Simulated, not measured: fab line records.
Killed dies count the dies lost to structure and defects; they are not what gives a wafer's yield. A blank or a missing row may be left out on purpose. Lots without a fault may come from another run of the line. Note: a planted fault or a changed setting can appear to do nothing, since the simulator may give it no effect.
Which of the tools did it? | flow gf180mcu | 7 lots with 21 wafers sampled at 2 steps, on a route of 602 steps

WHAT EACH GAUGE READ, for each wafer
GF_M4_CD_MEAS_14: the cd target is 280 nm.
lot  | measured     | on       | cdNm (nm)
L681 | day 23 22:37 | cdSem-02 | 281.7 281.1 279.8
L690 | day 26 23:36 | cdSem-01 | 279.6 279.2 279.5
L694 | day 28 05:53 | cdSem-01 | 278.5 278.8 278.6
L697 | day 29 06:48 | cdSem-02 | 282.5 282.9 283.2
L699 | day 29 18:06 | cdSem-01 | 281.9 281.1 279.9
L701 | day 30 07:16 | cdSem-02 | 282.4 282.6 281.7
L703 | day 30 18:03 | cdSem-01 | 281.1 280.7 281.2

WHAT TOOL EACH LOT RAN ON (gives the tool, then ch and the chambers of the sampled wafers, and finally the start)
lot  | GF_M4_SPUTTER_04
L681 | pvdSputter-02, day 22 23:47
L690 | pvdSputter-02, day 26 02:41
L694 | pvdSputter-01, day 27 09:53
L697 | pvdSputter-02, day 28 11:38
L699 | pvdSputter-01, day 28 23:10
L701 | pvdSputter-04, day 29 12:37
L703 | pvdSputter-01, day 29 23:39
- GF_M4_SPUTTER_04: material TiN, target thk 50 nm, time 41.15 s.

THE ANSWER, worked out from the rows above alone
Rule: usual is defined by the lots themselves. Put in order of their means at a reading, lots are off if they are a third of the lots or fewer, leave a main group of 4 or more, and stand apart from it by a gap of 3 or more times the standard deviation of the main group's means; of several such gaps the widest counts. The tables above print the reading to a certain number of digits; a main group whose means all agree to those digits is not used. A lot without any number at a reading at which 4 lots or more have one is off too. The other lots that the step has rows for count as sound.
None of the lots is off at any reading shown; this tells nothing.

WHAT THE SIMULATOR HAD INSERTED
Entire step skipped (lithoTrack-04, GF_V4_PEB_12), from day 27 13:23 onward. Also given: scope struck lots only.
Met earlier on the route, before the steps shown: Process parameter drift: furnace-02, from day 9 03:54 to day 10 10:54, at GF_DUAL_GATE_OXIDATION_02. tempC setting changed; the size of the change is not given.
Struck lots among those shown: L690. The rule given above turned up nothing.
